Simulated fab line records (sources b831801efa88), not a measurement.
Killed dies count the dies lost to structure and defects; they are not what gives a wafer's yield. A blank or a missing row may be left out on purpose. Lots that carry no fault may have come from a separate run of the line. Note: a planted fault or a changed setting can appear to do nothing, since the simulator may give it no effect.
fab line records -- flow gf180mcu
record: lots: 14, wafers: 42, lastDay: 34
route steps=602 shown VT_IMPLANT@122 HV_LDD@224 V1@359 M2@362
lots that met no fault: from a run of the same line without faults
startH: hours from the record's opening day to when the first of the lot's shown wafers began -- waitH: hours from the lot's prior step to this one -- " unchanged from the row above -- L1.1+2: a single row standing in for several wafers -- - no value present, or no start provided -- * or withheld: withheld -- < > ~ a bound
route shown NAME@n: names a module that has steps shown in the file, with the first one's number in the route -- usual: mean/standard deviation taken from wafers without a fault -- same: alike in all rows -- chamber/n: place in a boat -- sites: the reading at each site -- _std_site: the standard deviation of these -- _edge_site: inner sites' mean taken away from outer sites' mean -- radiusMm: how far each site lies from the wafer's centre -- mask NAME#n: copy n -- behind: the tool/chamber that last shaped the wafer -- hold: cause of the lot's hold/its duration in hours/its outcome -- device: names the non-switching transistor (n, p or np) -- end of line: the same wafers' tests at the end of the route -- a step given without rows: its recipe and nothing more -- killed: dies that structure and defects cost at the first sort, which is not the same as the wafer's yield -- map: per-die view of a wafer (x killed, . not killed, _ where there is no die)
set.NAME: the run value of the setting; set.NAME@STEP: its run value at that earlier step -- model.NAME: the simulator's own value behind a step, which no gauge read
one table for each step of the route and one row for each wafer, over a sample of lots
services: when a tool's chamber went out of use (startH, in hours from the record's first day, below 0 if earlier), for how many hours, and the reason
== steps ==
step: GF_VT_IMPLANT_TW_MEAS_32
usual: VT_IMPLANT_3_TW: 268.9/2.1
lot.wafer,tool,chamber,startH,waitH,VT_IMPLANT_3_TW
L969.1,filmMetro-04,-,148.15,0.1,270.2
L969.3,filmMetro-04,-,148.15,0.1,266.7
L969.6,filmMetro-04,-,148.15,0.1,269.5
L970.1,filmMetro-04,-,151.80,0.1,269.6
L970.2,filmMetro-04,-,151.80,0.1,268.9
L970.4,filmMetro-04,-,151.80,0.1,268.8
L973.2,filmMetro-02,-,167.20,0.1,266.7
L973.3,filmMetro-02,-,167.20,0.1,266.7
L973.5,filmMetro-02,-,167.20,0.1,266.0
L972.4,filmMetro-04,-,168.83,0.1,269.8
L972.5,filmMetro-04,-,168.83,0.1,269.6
L972.6,filmMetro-04,-,168.83,0.1,268.6
L975.2,filmMetro-04,-,180.91,0.1,269.9
L975.3,filmMetro-04,-,180.91,0.1,269.5
L975.5,filmMetro-04,-,180.91,0.1,270.2
L976.1,filmMetro-04,-,189.35,0.1,270.2
L976.2,filmMetro-04,-,189.35,0.1,270.2
L976.4,filmMetro-04,-,189.35,0.1,271.2
L977.3,filmMetro-02,-,191.32,0.1,267.3
L977.4,filmMetro-02,-,191.32,0.1,268.1
L977.5,filmMetro-02,-,191.32,0.1,267.1
L980.2,filmMetro-02,-,213.81,0.1,265.1
L980.3,filmMetro-02,-,213.81,0.1,266.0
L980.5,filmMetro-02,-,213.81,0.1,267.1
L982.1,filmMetro-03,-,224.84,0.1,272.4
L982.3,filmMetro-03,-,224.84,0.1,270.7
L982.6,filmMetro-03,-,224.84,0.1,270.0
L988.1,filmMetro-03,-,269.34,0.1,271.2
L988.2,filmMetro-03,-,269.34,0.1,271.8
L988.3,filmMetro-03,-,269.34,0.1,272.6
L989.1,filmMetro-03,-,270.05,0.1,271.6
L989.4,filmMetro-03,-,270.05,0.1,271.7
L989.5,filmMetro-03,-,270.05,0.1,271.6
L990.4,filmMetro-04,-,276.18,0.1,268.5
L990.5,filmMetro-04,-,276.18,0.1,270.7
L990.6,filmMetro-04,-,276.18,0.1,269.5
L991.2,filmMetro-03,-,284.85,0.1,269.8
L991.4,filmMetro-03,-,284.85,0.1,272.0
L991.6,filmMetro-03,-,284.85,0.1,271.9
L992.1,filmMetro-03,-,291.59,0.1,271.3
L992.5,filmMetro-03,-,291.59,0.1,268.6
L992.6,filmMetro-03,-,291.59,0.1,270.3
step: GF_HV_LDD_IMPLANT_48
recipe: species: B, energyKev: 25, doseCm2: 3e+13, tiltDeg: 7
usual: doseIonsCm2: 3e+13/3.3e+10
lot.wafer,tool,chamber,startH,waitH,doseIonsCm2
L969.1,implanter-04,0,278.99,0.0,2.995e+13
L969.3,implanter-04,0,278.99,0.0,2.993e+13
L969.6,implanter-04,0,278.99,0.0,2.997e+13
L970.1,implanter-03,0,288.94,0.0,3.001e+13
L970.2,implanter-03,0,288.94,0.0,3.006e+13
L970.4,implanter-03,0,288.94,0.0,3.004e+13
L973.2,implanter-03,0,304.37,0.0,2.998e+13
L973.3,implanter-03,0,304.37,0.0,3e+13
L973.5,implanter-03,0,304.37,0.0,2.998e+13
L972.4,implanter-03,0,306.14,0.1,2.997e+13
L972.5,implanter-03,0,306.14,0.1,2.996e+13
L972.6,implanter-03,0,306.14,0.1,2.994e+13
L975.2,implanter-03,0,320.35,0.0,3e+13
L975.3,implanter-03,0,320.35,0.0,2.995e+13
L975.5,implanter-03,0,320.35,0.0,3.001e+13
L976.1,implanter-03,0,332.22,0.0,3.001e+13
L976.2,implanter-03,0,332.22,0.0,2.999e+13
L976.4,implanter-03,0,332.22,0.0,3.001e+13
L977.3,implanter-02,0,332.64,0.1,3.004e+13
L977.4,implanter-02,0,332.64,0.1,2.997e+13
L977.5,implanter-02,0,332.64,0.1,2.997e+13
L980.2,implanter-02,0,362.64,0.0,3e+13
L980.3,implanter-02,0,362.64,0.0,3.007e+13
L980.5,implanter-02,0,362.64,0.0,2.997e+13
L982.1,implanter-03,0,374.87,0.0,2.998e+13
L982.3,implanter-03,0,374.87,0.0,2.997e+13
L982.6,implanter-03,0,374.87,0.0,3.002e+13
L988.1,implanter-03,0,429.32,0.0,2.86e+13
L988.2,implanter-03,0,429.32,0.0,2.856e+13
L988.3,implanter-03,0,429.32,0.0,2.861e+13
L989.1,implanter-04,0,431.47,0.0,3.002e+13
L989.4,implanter-04,0,431.47,0.0,3e+13
L989.5,implanter-04,0,431.47,0.0,3.005e+13
L990.4,implanter-03,0,439.84,0.1,2.86e+13
L990.5,implanter-03,0,439.84,0.1,2.857e+13
L990.6,implanter-03,0,439.84,0.1,2.861e+13
L991.2,implanter-02,0,449.39,0.0,2.995e+13
L991.4,implanter-02,0,449.39,0.0,2.999e+13
L991.6,implanter-02,0,449.39,0.0,3e+13
L992.1,implanter-02,0,456.94,0.0,3.001e+13
L992.5,implanter-02,0,456.94,0.0,3e+13
L992.6,implanter-02,0,456.94,0.0,3.001e+13
step: GF_HV_LDD_TW_MEAS_50
usual: HV_LDD_4_TW: 571.1/2.6
lot.wafer,tool,chamber,startH,waitH,HV_LDD_4_TW
L969.1,filmMetro-01,-,279.24,0.1,568.9
L969.3,filmMetro-01,-,279.24,0.1,571.0
L969.6,filmMetro-01,-,279.24,0.1,570.5
L970.1,filmMetro-03,-,289.19,0.1,576.6
L970.2,filmMetro-03,-,289.19,0.1,574.9
L970.4,filmMetro-03,-,289.19,0.1,573.8
L973.2,filmMetro-03,-,304.60,0.1,574.6
L973.3,filmMetro-03,-,304.60,0.1,574.4
L973.5,filmMetro-03,-,304.60,0.1,574.4
L972.4,filmMetro-04,-,306.35,0.1,568.9
L972.5,filmMetro-04,-,306.35,0.1,565.0
L972.6,filmMetro-04,-,306.35,0.1,565.7
L975.2,filmMetro-03,-,320.58,0.1,571.2
L975.3,filmMetro-03,-,320.58,0.1,570.7
L975.5,filmMetro-03,-,320.58,0.1,571.4
L976.1,filmMetro-04,-,332.47,0.1,571.6
L976.2,filmMetro-04,-,332.47,0.1,568.7
L976.4,filmMetro-04,-,332.47,0.1,570.8
L977.3,filmMetro-04,-,332.86,0.1,569.1
L977.4,filmMetro-04,-,332.86,0.1,571.9
L977.5,filmMetro-04,-,332.86,0.1,572.6
L980.2,filmMetro-04,-,362.88,0.1,570.9
L980.3,filmMetro-04,-,362.88,0.1,569.5
L980.5,filmMetro-04,-,362.88,0.1,565.5
L982.1,filmMetro-04,-,375.12,0.1,570.0
L982.3,filmMetro-04,-,375.12,0.1,574.7
L982.6,filmMetro-04,-,375.12,0.1,569.6
L988.1,filmMetro-04,-,429.57,0.1,567.5
L988.2,filmMetro-04,-,429.57,0.1,563.7
L988.3,filmMetro-04,-,429.57,0.1,563.2
L989.1,filmMetro-01,-,431.72,0.1,571.7
L989.4,filmMetro-01,-,431.72,0.1,574.1
L989.5,filmMetro-01,-,431.72,0.1,567.7
L990.4,filmMetro-03,-,440.05,0.1,565.4
L990.5,filmMetro-03,-,440.05,0.1,562.8
L990.6,filmMetro-03,-,440.05,0.1,562.2
L991.2,filmMetro-01,-,449.63,0.1,573.2
L991.4,filmMetro-01,-,449.63,0.1,571.5
L991.6,filmMetro-01,-,449.63,0.1,573.3
L992.1,filmMetro-01,-,457.19,0.1,571.0
L992.5,filmMetro-01,-,457.19,0.1,567.7
L992.6,filmMetro-01,-,457.19,0.1,564.5
step: GF_V1_RS_MEAS_24
recipe: thkMeasGauge: four-point-probe, reads: W_of_V1_CVD_23+TiN_of_V1_SPUTTER_22+Ti_of_V1_SPUTTER_21
usual: V1_W_RS: 0.330/0.0041
lot.wafer,tool,chamber,startH,waitH,V1_W_RS[ohm/sq]
L969.1,filmMetro-01,-,417.43,0.1,0.330
L969.3,filmMetro-01,-,417.43,0.1,0.332
L969.6,filmMetro-01,-,417.43,0.1,0.331
L970.1,filmMetro-01,-,433.50,0.1,0.328
L970.2,filmMetro-01,-,433.50,0.1,0.328
L970.4,filmMetro-01,-,433.50,0.1,0.328
L973.2,filmMetro-03,-,447.84,0.1,0.330
L973.3,filmMetro-03,-,447.84,0.1,0.331
L973.5,filmMetro-03,-,447.84,0.1,0.324
L972.4,filmMetro-03,-,452.07,0.1,0.321
L972.5,filmMetro-03,-,452.07,0.1,0.326
L972.6,filmMetro-03,-,452.07,0.1,0.325
L975.2,filmMetro-01,-,470.13,0.1,0.327
L975.3,filmMetro-01,-,470.13,0.1,0.330
L975.5,filmMetro-01,-,470.13,0.1,0.331
L976.1,filmMetro-02,-,480.19,0.1,0.329
L976.2,filmMetro-02,-,480.19,0.1,0.328
L976.4,filmMetro-02,-,480.19,0.1,0.332
L977.3,filmMetro-02,-,481.18,0.1,0.328
L977.4,filmMetro-02,-,481.18,0.1,0.335
L977.5,filmMetro-02,-,481.18,0.1,0.336
L980.2,filmMetro-01,-,512.61,0.1,0.331
L980.3,filmMetro-01,-,512.61,0.1,0.330
L980.5,filmMetro-01,-,512.61,0.1,0.329
L982.1,filmMetro-01,-,527.49,0.1,0.335
L982.3,filmMetro-01,-,527.49,0.1,0.331
L982.6,filmMetro-01,-,527.49,0.1,0.337
L988.1,filmMetro-02,-,577.86,0.1,0.329
L988.2,filmMetro-02,-,577.86,0.1,0.323
L988.3,filmMetro-02,-,577.86,0.1,0.327
L989.1,filmMetro-02,-,580.96,0.1,0.341
L989.4,filmMetro-02,-,580.96,0.1,0.340
L989.5,filmMetro-02,-,580.96,0.1,0.334
L990.4,filmMetro-02,-,587.60,0.1,0.337
L990.5,filmMetro-02,-,587.60,0.1,0.336
L990.6,filmMetro-02,-,587.60,0.1,0.334
L991.2,filmMetro-03,-,595.65,0.1,0.328
L991.4,filmMetro-03,-,595.65,0.1,0.333
L991.6,filmMetro-03,-,595.65,0.1,0.333
L992.1,filmMetro-01,-,604.84,0.1,0.329
L992.5,filmMetro-01,-,604.84,0.1,0.328
L992.6,filmMetro-01,-,604.84,0.1,0.333
step: GF_M2_SPUTTER_00
recipe: material: Ti, targetThkNm: 37.5, arrivingIonEnergyEv: 80, substrateTempC: 200, chamberPressurePa: 2, powerW: 4000, timeS: 150
usual: throttleValvePct: 30.0/0.89
lot.wafer,tool,chamber,startH,waitH,throttleValvePct
L969.1,pvdSputter-04,-,417.91,0.2,29.0
L969.3,pvdSputter-04,-,417.91,0.2,31.2
L969.6,pvdSputter-04,-,417.91,0.2,28.5
L970.1,pvdSputter-01,-,433.98,0.2,30.8
L970.2,pvdSputter-01,-,433.98,0.2,29.3
L970.4,pvdSputter-01,-,433.98,0.2,29.3
L973.2,pvdSputter-01,-,448.30,0.1,30.5
L973.3,pvdSputter-01,-,448.30,0.1,29.2
L973.5,pvdSputter-01,-,448.30,0.1,30.9
L972.4,pvdSputter-04,-,452.49,0.2,31.1
L972.5,pvdSputter-04,-,452.49,0.2,28.6
L972.6,pvdSputter-04,-,452.49,0.2,29.2
L975.2,pvdSputter-01,-,470.59,0.1,29.2
L975.3,pvdSputter-01,-,470.59,0.1,31.1
L975.5,pvdSputter-01,-,470.59,0.1,30.8
L976.1,pvdSputter-03,-,480.67,0.2,29.9
L976.2,pvdSputter-03,-,480.67,0.2,31.1
L976.4,pvdSputter-03,-,480.67,0.2,30.0
L977.3,pvdSputter-01,-,481.62,0.1,31.5
L977.4,pvdSputter-01,-,481.62,0.1,29.2
L977.5,pvdSputter-01,-,481.62,0.1,30.6
L980.2,pvdSputter-01,-,513.07,0.2,30.7
L980.3,pvdSputter-01,-,513.07,0.2,29.4
L980.5,pvdSputter-01,-,513.07,0.2,29.4
L982.1,pvdSputter-01,-,527.97,0.2,29.1
L982.3,pvdSputter-01,-,527.97,0.2,31.1
L982.6,pvdSputter-01,-,527.97,0.2,30.5
L988.1,pvdSputter-04,-,578.34,0.1,28.8
L988.2,pvdSputter-04,-,578.34,0.1,29.1
L988.3,pvdSputter-04,-,578.34,0.1,31.1
L989.1,pvdSputter-03,-,581.44,0.2,31.0
L989.4,pvdSputter-03,-,581.44,0.2,30.2
L989.5,pvdSputter-03,-,581.44,0.2,29.7
L990.4,pvdSputter-03,-,588.02,0.2,31.2
L990.5,pvdSputter-03,-,588.02,0.2,29.6
L990.6,pvdSputter-03,-,588.02,0.2,29.7
L991.2,pvdSputter-01,-,596.11,0.2,28.7
L991.4,pvdSputter-01,-,596.11,0.2,31.3
L991.6,pvdSputter-01,-,596.11,0.2,29.1
L992.1,pvdSputter-04,-,605.32,0.2,29.5
L992.5,pvdSputter-04,-,605.32,0.2,29.1
L992.6,pvdSputter-04,-,605.32,0.2,28.6
== services ==
tool,chamber,startH,hours,kind
pvdSputter-04,-,284.16,10.6,repair
pvdSputter-01,1,288.97,-,consumableReplace:kit
pvdSputter-01,1,288.97,18.0,scheduledDown
pvdSputter-01,1,288.97,18.0,ventCycle
pvdSputter-01,-,291.33,16.7,repair
implanter-04,-,303.31,4.0,repair
implanter-04,-,320.00,4.6,pm
implanter-04,-,329.46,4.9,pm
implanter-03,-,335.59,1.6,repair
implanter-04,-,359.64,3.3,repair
implanter-02,-,386.10,8.2,repair
implanter-04,-,394.05,0.7,repair
implanter-04,-,400.23,4.9,repair
pvdSputter-01,0,456.27,-,consumableReplace:kit
pvdSputter-01,0,456.27,18.0,scheduledDown
pvdSputter-01,0,456.27,18.0,ventCycle
implanter-04,-,457.73,2.0,repair
implanter-03,-,471.48,1.6,repair
implanter-03,-,508.42,5.4,pm
pvdSputter-01,-,516.80,0.6,repair
implanter-02,-,551.36,2.4,repair
implanter-02,-,560.88,4.6,pm
implanter-03,-,564.43,2.8,pm
implanter-02,-,602.10,3.2,repair
== key ==
firstSign: step: GF_HV_LDD_IMPLANT_48, reading: doseIonsCm2, direction: down, sigmas: 43, usual: 3e+13, struck: 2.859e+13
effect: step: GF_HV_LDD_TW_MEAS_50, reading: HV_LDD_4_TW, direction: down, sigmas: 2.7, usual: 571.1, struck: 564.1
metAt GF_HV_LDD_IMPLANT_48
struckLots L988,L990
testerLeftOut L988,L990
notActingAt GF_VT_IMPLANT_TW_MEAS_32,GF_V1_RS_MEAS_24,GF_M2_SPUTTER_00
onsetBetween 374.87 429.32
fault: kind: processParameterDrift, tool: implanter-03, chamber: -, onsetH: 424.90, steps: GF_HV_LDD_IMPLANT_48, channel: doseCm2, offset: -1.4244e+12, shape: step, endH: 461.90, actsIn: theseRecipesOnly, stated: 3e+13
testerLeftOut: of these lots the tester's yield and bins aren't shown, on N5 and GAA mostly nor the transistor test; their killed dies are dies lost to structure and defects alone, not to doping, threshold or leakage, so they don't give the yield
